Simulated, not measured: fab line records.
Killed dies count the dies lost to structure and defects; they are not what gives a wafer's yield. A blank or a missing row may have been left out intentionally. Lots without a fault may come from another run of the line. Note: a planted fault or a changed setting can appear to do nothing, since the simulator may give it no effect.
Which tool was responsible? || flow sky130 || 15 lots with 45 wafers sampled at 6 steps, on a route of 708 steps

== WHAT EACH GAUGE READ, for each wafer ==
SKY_PWDE_TW_MEAS_10. Usual: PWDE_TW gives 373.0 (standard deviation 2.5).
{"lot": "L364", "measured": "day 3 20:16", "on": "film-metro-02", "PWDE_TW": "374.6 374.6 372.2", "flag": ""}
{"lot": "L365", "measured": "day 4 04:10", "on": "film-metro-02", "PWDE_TW": "373.8 373.1 373.2", "flag": ""}
{"lot": "L370", "measured": "day 5 05:27", "on": "film-metro-02", "PWDE_TW": "370.8 371.3 373.0", "flag": ""}
{"lot": "L371", "measured": "day 5 11:11", "on": "film-metro-04", "PWDE_TW": "376.3 377.9 374.9", "flag": ""}
{"lot": "L372", "measured": "day 5 18:20", "on": "film-metro-02", "PWDE_TW": "373.8 370.5 373.9", "flag": ""}
{"lot": "L374", "measured": "day 6 04:11", "on": "film-metro-04", "PWDE_TW": "373.1 373.5 373.6", "flag": ""}
{"lot": "L375", "measured": "day 6 10:22", "on": "film-metro-01", "PWDE_TW": "367.7 369.0 370.6", "flag": ""}
{"lot": "L376", "measured": "day 6 13:46", "on": "film-metro-04", "PWDE_TW": "373.9 374.5 373.3", "flag": ""}
{"lot": "L377", "measured": "day 6 19:26", "on": "film-metro-02", "PWDE_TW": "29.7 29.8 29.8", "flag": "OFF"}
{"lot": "L378", "measured": "day 7 01:14", "on": "film-metro-04", "PWDE_TW": "30.2 30.3 30.3", "flag": "OFF"}
{"lot": "L379", "measured": "day 7 08:05", "on": "film-metro-02", "PWDE_TW": "29.7 29.8 29.9", "flag": "OFF"}
{"lot": "L380", "measured": "day 7 17:49", "on": "film-metro-02", "PWDE_TW": "372.2 371.9 372.7", "flag": ""}
{"lot": "L385", "measured": "day 8 19:52", "on": "film-metro-02", "PWDE_TW": "372.7 370.3 370.5", "flag": ""}
{"lot": "L386", "measured": "day 9 03:34", "on": "film-metro-04", "PWDE_TW": "375.7 374.4 371.8", "flag": ""}
{"lot": "L387", "measured": "day 9 09:10", "on": "film-metro-01", "PWDE_TW": "370.2 370.2 370.3", "flag": ""}

SKY_NWELL_TW_MEAS_15. Usual: NWELL_TW gives 1817 (standard deviation 14).
{"lot": "L364", "measured": "day 4 13:22", "on": "film-metro-02", "NWELL_TW": "1806 1812 1809", "flag": ""}
{"lot": "L365", "measured": "day 4 21:01", "on": "film-metro-04", "NWELL_TW": "1832 1834 1831", "flag": ""}
{"lot": "L370", "measured": "day 6 00:38", "on": "film-metro-02", "NWELL_TW": "1800 1802 1804", "flag": ""}
{"lot": "L371", "measured": "day 6 06:08", "on": "film-metro-04", "NWELL_TW": "1837 1828 1828", "flag": ""}
{"lot": "L372", "measured": "day 6 13:41", "on": "film-metro-04", "NWELL_TW": "1809 1815 1819", "flag": ""}
{"lot": "L374", "measured": "day 6 23:23", "on": "film-metro-01", "NWELL_TW": "1799 1817 1794", "flag": ""}
{"lot": "L375", "measured": "day 7 05:34", "on": "film-metro-04", "NWELL_TW": "1830 1820 1838", "flag": ""}
{"lot": "L376", "measured": "day 7 09:24", "on": "film-metro-04", "NWELL_TW": "1840 1838 1837", "flag": ""}
{"lot": "L377", "measured": "day 7 16:05", "on": "film-metro-04", "NWELL_TW": "1844 1832 1840", "flag": ""}
{"lot": "L378", "measured": "day 7 21:16", "on": "film-metro-01", "NWELL_TW": "1805 1807 1791", "flag": ""}
{"lot": "L379", "measured": "day 8 04:49", "on": "film-metro-04", "NWELL_TW": "1827 1822 1829", "flag": ""}
{"lot": "L380", "measured": "day 8 15:02", "on": "film-metro-04", "NWELL_TW": "1820 1820 1828", "flag": ""}
{"lot": "L385", "measured": "day 9 17:40", "on": "film-metro-02", "NWELL_TW": "1823 1823 1814", "flag": ""}
{"lot": "L386", "measured": "day 10 00:53", "on": "film-metro-04", "NWELL_TW": "1836 1835 1832", "flag": ""}
{"lot": "L387", "measured": "day 10 07:21", "on": "film-metro-04", "NWELL_TW": "1829 1838 1826", "flag": ""}

SKY_VT_ADJUST_NCORE_OVL_MEAS_08. Usual: VT_ADJUST_NCORE_OVL gives -1.4 nm (standard deviation 1.5).
{"lot": "L364", "measured": "day 8 11:09", "on": "overlay-01", "VT_ADJUST_NCORE_OVL (nm)": "-0.6 -0.7 -0.9", "flag": ""}
{"lot": "L365", "measured": "day 8 21:28", "on": "overlay-02", "VT_ADJUST_NCORE_OVL (nm)": "-3.4 0.0 -2.9", "flag": ""}
{"lot": "L370", "measured": "day 10 05:44", "on": "overlay-01", "VT_ADJUST_NCORE_OVL (nm)": "-1.9 -0.8 0.6", "flag": ""}
{"lot": "L371", "measured": "day 10 13:39", "on": "overlay-01", "VT_ADJUST_NCORE_OVL (nm)": "-1.9 -0.2 -1.1", "flag": ""}
{"lot": "L372", "measured": "day 10 21:49", "on": "overlay-02", "VT_ADJUST_NCORE_OVL (nm)": "0.7 0.7 -0.6", "flag": ""}
{"lot": "L374", "measured": "day 11 10:00", "on": "overlay-01", "VT_ADJUST_NCORE_OVL (nm)": "-1.4 -1.7 -2.9", "flag": ""}
{"lot": "L375", "measured": "day 11 15:30", "on": "overlay-01", "VT_ADJUST_NCORE_OVL (nm)": "-2.1 -2.4 -2.7", "flag": ""}
{"lot": "L376", "measured": "day 11 23:26", "on": "overlay-01", "VT_ADJUST_NCORE_OVL (nm)": "-2.4 -2.8 -2.1", "flag": ""}
{"lot": "L377", "measured": "day 12 06:40", "on": "overlay-02", "VT_ADJUST_NCORE_OVL (nm)": "-2.5 -0.8 -4.3", "flag": ""}
{"lot": "L378", "measured": "day 12 12:46", "on": "overlay-02", "VT_ADJUST_NCORE_OVL (nm)": "1.2 0.4 0.4", "flag": ""}
{"lot": "L379", "measured": "day 12 21:43", "on": "overlay-01", "VT_ADJUST_NCORE_OVL (nm)": "-1.7 -4.1 -0.2", "flag": ""}
{"lot": "L380", "measured": "day 13 09:28", "on": "overlay-02", "VT_ADJUST_NCORE_OVL (nm)": "-0.6 -0.6 -1.5", "flag": ""}
{"lot": "L385", "measured": "day 14 15:01", "on": "overlay-01", "VT_ADJUST_NCORE_OVL (nm)": "-2.4 0.5 -1.6", "flag": ""}
{"lot": "L386", "measured": "day 15 00:13", "on": "overlay-01", "VT_ADJUST_NCORE_OVL (nm)": "-2.5 -2.6 0.6", "flag": ""}
{"lot": "L387", "measured": "day 15 05:55", "on": "overlay-01", "VT_ADJUST_NCORE_OVL (nm)": "-1.5 -1.3 -1.5", "flag": ""}

== TOOL THAT RAN EACH LOT (tool first, then ch and the chambers of the sampled wafers, then the start) ==
{"lot": "L364", "SKY_DNWELL_STRIP_08": "plasma-asher-02 ch 0,1, day 3 03:55", "SKY_PWDE_STRIP_09": "plasma-asher-01 ch 0,1, day 3 20:10", "SKY_VT_ADJUST_LVTN_STRIP_20": "plasma-asher-04 ch 0,1, day 7 14:16"}
{"lot": "L365", "SKY_DNWELL_STRIP_08": "plasma-asher-04 ch 0,1, day 3 11:34", "SKY_PWDE_STRIP_09": "plasma-asher-01 ch 0,1, day 4 04:04", "SKY_VT_ADJUST_LVTN_STRIP_20": "plasma-asher-01 ch 0,1, day 8 00:46"}
{"lot": "L370", "SKY_DNWELL_STRIP_08": "plasma-asher-04 ch 0,1, day 4 12:35", "SKY_PWDE_STRIP_09": "plasma-asher-01 ch 0,1, day 5 05:22", "SKY_VT_ADJUST_LVTN_STRIP_20": "plasma-asher-01 ch 0,1, day 9 08:22"}
{"lot": "L371", "SKY_DNWELL_STRIP_08": "plasma-asher-04 ch 0,1, day 4 17:33", "SKY_PWDE_STRIP_09": "plasma-asher-03 ch 0,1, day 5 11:05", "SKY_VT_ADJUST_LVTN_STRIP_20": "plasma-asher-01 ch 0,1, day 9 15:16"}
{"lot": "L372", "SKY_DNWELL_STRIP_08": "plasma-asher-04 ch 0,1, day 4 23:52", "SKY_PWDE_STRIP_09": "plasma-asher-01 ch 0,1, day 5 18:14", "SKY_VT_ADJUST_LVTN_STRIP_20": "plasma-asher-02 ch 0,1, day 9 23:19"}
{"lot": "L374", "SKY_DNWELL_STRIP_08": "plasma-asher-01 ch 0,1, day 5 08:49", "SKY_PWDE_STRIP_09": "plasma-asher-03 ch 0,1, day 6 04:05", "SKY_VT_ADJUST_LVTN_STRIP_20": "plasma-asher-04 ch 0,1, day 10 12:11"}
{"lot": "L375", "SKY_DNWELL_STRIP_08": "plasma-asher-04 ch 0,1, day 5 15:46", "SKY_PWDE_STRIP_09": "plasma-asher-03 ch 0,1, day 6 10:16", "SKY_VT_ADJUST_LVTN_STRIP_20": "plasma-asher-04 ch 0,1, day 10 18:08"}
{"lot": "L376", "SKY_DNWELL_STRIP_08": "plasma-asher-04 ch 0,1, day 5 18:34", "SKY_PWDE_STRIP_09": "plasma-asher-04 ch 0,1, day 6 13:40", "SKY_VT_ADJUST_LVTN_STRIP_20": "plasma-asher-01 ch 0,1, day 11 00:17"}
{"lot": "L377", "SKY_DNWELL_STRIP_08": "plasma-asher-01 ch 0,1, day 6 01:17", "SKY_PWDE_STRIP_09": "plasma-asher-03 ch 0,1, day 6 19:20", "SKY_VT_ADJUST_LVTN_STRIP_20": "plasma-asher-02 ch 0,1, day 11 07:13"}
{"lot": "L378", "SKY_DNWELL_STRIP_08": "plasma-asher-04 ch 0,1, day 6 06:40", "SKY_PWDE_STRIP_09": "plasma-asher-03 ch 0,1, day 7 01:08", "SKY_VT_ADJUST_LVTN_STRIP_20": "plasma-asher-01 ch 0,1, day 11 12:41"}
{"lot": "L379", "SKY_DNWELL_STRIP_08": "plasma-asher-01 ch 0,1, day 6 12:31", "SKY_PWDE_STRIP_09": "plasma-asher-01 ch 0,1, day 7 07:59", "SKY_VT_ADJUST_LVTN_STRIP_20": "plasma-asher-04 ch 0, day 11 21:35"}
{"lot": "L380", "SKY_DNWELL_STRIP_08": "plasma-asher-02 ch 0, day 6 22:08", "SKY_PWDE_STRIP_09": "plasma-asher-03 ch 0, day 7 17:43", "SKY_VT_ADJUST_LVTN_STRIP_20": "plasma-asher-02 ch 0,1, day 12 09:43"}
{"lot": "L385", "SKY_DNWELL_STRIP_08": "plasma-asher-02 ch 0,1, day 7 22:23", "SKY_PWDE_STRIP_09": "plasma-asher-01 ch 0,1, day 8 19:46", "SKY_VT_ADJUST_LVTN_STRIP_20": "plasma-asher-02 ch 0,1, day 13 14:59"}
{"lot": "L386", "SKY_DNWELL_STRIP_08": "plasma-asher-01 ch 0,1, day 8 05:47", "SKY_PWDE_STRIP_09": "plasma-asher-03 ch 0,1, day 9 03:28", "SKY_VT_ADJUST_LVTN_STRIP_20": "plasma-asher-01 ch 0,1, day 13 22:50"}
{"lot": "L387", "SKY_DNWELL_STRIP_08": "plasma-asher-01 ch 0,1, day 8 11:56", "SKY_PWDE_STRIP_09": "plasma-asher-03 ch 0,1, day 9 09:04", "SKY_VT_ADJUST_LVTN_STRIP_20": "plasma-asher-01 ch 0,1, day 14 04:21"}
- SKY_DNWELL_STRIP_08: strips in O2/N2.
- SKY_PWDE_STRIP_09: strips in O2/N2.
- SKY_VT_ADJUST_LVTN_STRIP_20: strips in O2/N2.

== WHAT THE TOOLS THEMSELVES READ (means of the sampled wafers that have a number; where no wafer has one, the mark that the record gives instead) ==
SKY_DNWELL_STRIP_08. Usual: chamber-pressure-mTorr 1499.9 mTorr, standard deviation 1.5; drypump-motor-current-A 6.0 A, standard deviation 0.35; oes-product-au 0.722 a.u., standard deviation 0.0042; strip-time-to-endpoint-s 36.93 s, standard deviation 0.11.
{"lot": "L364", "tool": "plasma-asher-02", "chamber-pressure-mTorr (mTorr)": 1499.5, "drypump-motor-current-A (A)": 6.1, "oes-product-au (a.u.)": 0.726, "strip-time-to-endpoint-s (s)": 36.77, "flag": ""}
{"lot": "L365", "tool": "plasma-asher-04", "chamber-pressure-mTorr (mTorr)": 1499.7, "drypump-motor-current-A (A)": 6.2, "oes-product-au (a.u.)": 0.724, "strip-time-to-endpoint-s (s)": 36.92, "flag": ""}
{"lot": "L370", "tool": "plasma-asher-04", "chamber-pressure-mTorr (mTorr)": 1500.6, "drypump-motor-current-A (A)": 6.0, "oes-product-au (a.u.)": 0.724, "strip-time-to-endpoint-s (s)": 37.08, "flag": ""}
{"lot": "L371", "tool": "plasma-asher-04", "chamber-pressure-mTorr (mTorr)": 1501.0, "drypump-motor-current-A (A)": 6.0, "oes-product-au (a.u.)": 0.717, "strip-time-to-endpoint-s (s)": 36.99, "flag": ""}
{"lot": "L372", "tool": "plasma-asher-04", "chamber-pressure-mTorr (mTorr)": 1500.4, "drypump-motor-current-A (A)": 6.0, "oes-product-au (a.u.)": 0.719, "strip-time-to-endpoint-s (s)": 36.98, "flag": ""}
{"lot": "L374", "tool": "plasma-asher-01", "chamber-pressure-mTorr (mTorr)": 1499.0, "drypump-motor-current-A (A)": 5.7, "oes-product-au (a.u.)": 0.723, "strip-time-to-endpoint-s (s)": 37.01, "flag": ""}
{"lot": "L375", "tool": "plasma-asher-04", "chamber-pressure-mTorr (mTorr)": 1499.1, "drypump-motor-current-A (A)": 6.2, "oes-product-au (a.u.)": 0.719, "strip-time-to-endpoint-s (s)": 36.84, "flag": ""}
{"lot": "L376", "tool": "plasma-asher-04", "chamber-pressure-mTorr (mTorr)": 1498.8, "drypump-motor-current-A (A)": 6.2, "oes-product-au (a.u.)": 0.721, "strip-time-to-endpoint-s (s)": 37.04, "flag": ""}
{"lot": "L377", "tool": "plasma-asher-01", "chamber-pressure-mTorr (mTorr)": "-", "drypump-motor-current-A (A)": "-", "oes-product-au (a.u.)": "-", "strip-time-to-endpoint-s (s)": "-", "flag": "OFF"}
{"lot": "L378", "tool": "plasma-asher-04", "chamber-pressure-mTorr (mTorr)": "-", "drypump-motor-current-A (A)": "-", "oes-product-au (a.u.)": "-", "strip-time-to-endpoint-s (s)": "-", "flag": "OFF"}
{"lot": "L379", "tool": "plasma-asher-01", "chamber-pressure-mTorr (mTorr)": "-", "drypump-motor-current-A (A)": "-", "oes-product-au (a.u.)": "-", "strip-time-to-endpoint-s (s)": "-", "flag": "OFF"}
{"lot": "L380", "tool": "plasma-asher-02", "chamber-pressure-mTorr (mTorr)": 1499.6, "drypump-motor-current-A (A)": 6.0, "oes-product-au (a.u.)": 0.720, "strip-time-to-endpoint-s (s)": 36.84, "flag": ""}
{"lot": "L385", "tool": "plasma-asher-02", "chamber-pressure-mTorr (mTorr)": 1499.7, "drypump-motor-current-A (A)": 6.1, "oes-product-au (a.u.)": 0.722, "strip-time-to-endpoint-s (s)": 37.00, "flag": ""}
{"lot": "L386", "tool": "plasma-asher-01", "chamber-pressure-mTorr (mTorr)": 1499.8, "drypump-motor-current-A (A)": 5.8, "oes-product-au (a.u.)": 0.726, "strip-time-to-endpoint-s (s)": 37.01, "flag": ""}
{"lot": "L387", "tool": "plasma-asher-01", "chamber-pressure-mTorr (mTorr)": 1499.6, "drypump-motor-current-A (A)": 5.8, "oes-product-au (a.u.)": 0.723, "strip-time-to-endpoint-s (s)": 36.93, "flag": ""}

SKY_PWDE_STRIP_09. Usual: chamber-pressure-mTorr 1500.4 mTorr, standard deviation 2.7; drypump-motor-current-A 5.9 A, standard deviation 0.46; oes-product-au 0.723 a.u., standard deviation 0.0048; strip-time-to-endpoint-s 36.90 s, standard deviation 0.094.
{"lot": "L364", "tool": "plasma-asher-01", "chamber-pressure-mTorr (mTorr)": 1501.6, "drypump-motor-current-A (A)": 5.7, "oes-product-au (a.u.)": 0.726, "strip-time-to-endpoint-s (s)": 37.00, "flag": ""}
{"lot": "L365", "tool": "plasma-asher-01", "chamber-pressure-mTorr (mTorr)": 1498.8, "drypump-motor-current-A (A)": 5.7, "oes-product-au (a.u.)": 0.728, "strip-time-to-endpoint-s (s)": 36.86, "flag": ""}
{"lot": "L370", "tool": "plasma-asher-01", "chamber-pressure-mTorr (mTorr)": 1500.1, "drypump-motor-current-A (A)": 5.7, "oes-product-au (a.u.)": 0.721, "strip-time-to-endpoint-s (s)": 36.64, "flag": ""}
{"lot": "L371", "tool": "plasma-asher-03", "chamber-pressure-mTorr (mTorr)": 1499.4, "drypump-motor-current-A (A)": 6.4, "oes-product-au (a.u.)": 0.719, "strip-time-to-endpoint-s (s)": 37.01, "flag": ""}
{"lot": "L372", "tool": "plasma-asher-01", "chamber-pressure-mTorr (mTorr)": 1499.9, "drypump-motor-current-A (A)": 5.4, "oes-product-au (a.u.)": 0.718, "strip-time-to-endpoint-s (s)": 37.02, "flag": ""}
{"lot": "L374", "tool": "plasma-asher-03", "chamber-pressure-mTorr (mTorr)": 1500.0, "drypump-motor-current-A (A)": 6.2, "oes-product-au (a.u.)": 0.722, "strip-time-to-endpoint-s (s)": 36.86, "flag": ""}
{"lot": "L375", "tool": "plasma-asher-03", "chamber-pressure-mTorr (mTorr)": 1500.8, "drypump-motor-current-A (A)": 6.4, "oes-product-au (a.u.)": 0.727, "strip-time-to-endpoint-s (s)": 36.86, "flag": ""}
{"lot": "L376", "tool": "plasma-asher-04", "chamber-pressure-mTorr (mTorr)": 1501.1, "drypump-motor-current-A (A)": 6.0, "oes-product-au (a.u.)": 0.725, "strip-time-to-endpoint-s (s)": 36.83, "flag": ""}
{"lot": "L377", "tool": "plasma-asher-03", "chamber-pressure-mTorr (mTorr)": 1500.2, "drypump-motor-current-A (A)": 6.2, "oes-product-au (a.u.)": 0.737, "strip-time-to-endpoint-s (s)": 80.91, "flag": "OFF"}
{"lot": "L378", "tool": "plasma-asher-03", "chamber-pressure-mTorr (mTorr)": 1499.7, "drypump-motor-current-A (A)": 6.3, "oes-product-au (a.u.)": 0.737, "strip-time-to-endpoint-s (s)": 80.86, "flag": "OFF"}
{"lot": "L379", "tool": "plasma-asher-01", "chamber-pressure-mTorr (mTorr)": 1500.1, "drypump-motor-current-A (A)": 5.7, "oes-product-au (a.u.)": 0.745, "strip-time-to-endpoint-s (s)": 81.23, "flag": "OFF"}
{"lot": "L380", "tool": "plasma-asher-03", "chamber-pressure-mTorr (mTorr)": 1499.5, "drypump-motor-current-A (A)": 6.5, "oes-product-au (a.u.)": 0.718, "strip-time-to-endpoint-s (s)": 36.95, "flag": ""}
{"lot": "L385", "tool": "plasma-asher-01", "chamber-pressure-mTorr (mTorr)": 1500.6, "drypump-motor-current-A (A)": 5.4, "oes-product-au (a.u.)": 0.726, "strip-time-to-endpoint-s (s)": 37.06, "flag": ""}
{"lot": "L386", "tool": "plasma-asher-03", "chamber-pressure-mTorr (mTorr)": 1500.6, "drypump-motor-current-A (A)": 6.2, "oes-product-au (a.u.)": 0.722, "strip-time-to-endpoint-s (s)": 36.89, "flag": ""}
{"lot": "L387", "tool": "plasma-asher-03", "chamber-pressure-mTorr (mTorr)": 1500.4, "drypump-motor-current-A (A)": 6.4, "oes-product-au (a.u.)": 0.721, "strip-time-to-endpoint-s (s)": 37.02, "flag": ""}

SKY_VT_ADJUST_LVTN_STRIP_20. Usual: chamber-pressure-mTorr 1499.9 mTorr, standard deviation 1.4; drypump-motor-current-A 5.9 A, standard deviation 0.39; oes-product-au 0.715 a.u., standard deviation 0.0045; strip-time-to-endpoint-s 14.18 s, standard deviation 0.05.
{"lot": "L364", "tool": "plasma-asher-04", "chamber-pressure-mTorr (mTorr)": 1499.8, "drypump-motor-current-A (A)": 6.0, "oes-product-au (a.u.)": 0.711, "strip-time-to-endpoint-s (s)": 14.18, "flag": ""}
{"lot": "L365", "tool": "plasma-asher-01", "chamber-pressure-mTorr (mTorr)": 1500.1, "drypump-motor-current-A (A)": 5.4, "oes-product-au (a.u.)": 0.716, "strip-time-to-endpoint-s (s)": 14.15, "flag": ""}
{"lot": "L370", "tool": "plasma-asher-01", "chamber-pressure-mTorr (mTorr)": 1500.2, "drypump-motor-current-A (A)": 5.4, "oes-product-au (a.u.)": 0.716, "strip-time-to-endpoint-s (s)": 14.12, "flag": ""}
{"lot": "L371", "tool": "plasma-asher-01", "chamber-pressure-mTorr (mTorr)": 1500.5, "drypump-motor-current-A (A)": 5.4, "oes-product-au (a.u.)": 0.716, "strip-time-to-endpoint-s (s)": 14.21, "flag": ""}
{"lot": "L372", "tool": "plasma-asher-02", "chamber-pressure-mTorr (mTorr)": 1500.3, "drypump-motor-current-A (A)": 6.1, "oes-product-au (a.u.)": 0.714, "strip-time-to-endpoint-s (s)": 14.26, "flag": ""}
{"lot": "L374", "tool": "plasma-asher-04", "chamber-pressure-mTorr (mTorr)": 1498.4, "drypump-motor-current-A (A)": 6.0, "oes-product-au (a.u.)": 0.717, "strip-time-to-endpoint-s (s)": 14.17, "flag": ""}
{"lot": "L375", "tool": "plasma-asher-04", "chamber-pressure-mTorr (mTorr)": 1499.4, "drypump-motor-current-A (A)": 6.0, "oes-product-au (a.u.)": 0.718, "strip-time-to-endpoint-s (s)": 14.10, "flag": ""}
{"lot": "L376", "tool": "plasma-asher-01", "chamber-pressure-mTorr (mTorr)": 1500.1, "drypump-motor-current-A (A)": 5.7, "oes-product-au (a.u.)": 0.712, "strip-time-to-endpoint-s (s)": 14.14, "flag": ""}
{"lot": "L377", "tool": "plasma-asher-02", "chamber-pressure-mTorr (mTorr)": 1499.9, "drypump-motor-current-A (A)": 6.0, "oes-product-au (a.u.)": 0.720, "strip-time-to-endpoint-s (s)": 14.17, "flag": ""}
{"lot": "L378", "tool": "plasma-asher-01", "chamber-pressure-mTorr (mTorr)": 1500.2, "drypump-motor-current-A (A)": 5.8, "oes-product-au (a.u.)": 0.715, "strip-time-to-endpoint-s (s)": 14.19, "flag": ""}
{"lot": "L379", "tool": "plasma-asher-04", "chamber-pressure-mTorr (mTorr)": 1499.7, "drypump-motor-current-A (A)": 5.9, "oes-product-au (a.u.)": 0.717, "strip-time-to-endpoint-s (s)": 14.28, "flag": ""}
{"lot": "L380", "tool": "plasma-asher-02", "chamber-pressure-mTorr (mTorr)": 1499.2, "drypump-motor-current-A (A)": 6.1, "oes-product-au (a.u.)": 0.709, "strip-time-to-endpoint-s (s)": 14.12, "flag": ""}
{"lot": "L385", "tool": "plasma-asher-02", "chamber-pressure-mTorr (mTorr)": 1502.1, "drypump-motor-current-A (A)": 6.1, "oes-product-au (a.u.)": 0.715, "strip-time-to-endpoint-s (s)": 14.19, "flag": ""}
{"lot": "L386", "tool": "plasma-asher-01", "chamber-pressure-mTorr (mTorr)": 1500.0, "drypump-motor-current-A (A)": 5.4, "oes-product-au (a.u.)": 0.714, "strip-time-to-endpoint-s (s)": 14.16, "flag": ""}
{"lot": "L387", "tool": "plasma-asher-01", "chamber-pressure-mTorr (mTorr)": 1499.1, "drypump-motor-current-A (A)": 5.8, "oes-product-au (a.u.)": 0.718, "strip-time-to-endpoint-s (s)": 14.27, "flag": ""}

== THE ANSWER, worked out from the rows above alone ==
Rule: a lot is off if the mean of its wafers that have a number lies more than 3 standard deviations from the usual mean. A lot without any number at a reading at which 4 lots or more have one is off too. The other lots that the step has rows for count as sound. After the gauges, taken in route order, come the tools' own readings; for these a lot's mean is taken, as printed above. At the first step where some lot is off, the reading lying furthest off is the one used; lots without a number count as furthest.
Off: L377, L378, L379, seen at SKY_PWDE_TW_MEAS_10 (PWDE_TW).
A tool fits if, at a process step before that reading, it ran every lot that is off, and no sound lot after the first of them. Not tried: the gauges at SKY_PWDE_TW_MEAS_10; whatever is off there is also off at SKY_DNWELL_STRIP_08, on other tools, and gauge error can't account for it. No candidate that was tried fits.

== WHAT THE SIMULATOR PUT IN ==
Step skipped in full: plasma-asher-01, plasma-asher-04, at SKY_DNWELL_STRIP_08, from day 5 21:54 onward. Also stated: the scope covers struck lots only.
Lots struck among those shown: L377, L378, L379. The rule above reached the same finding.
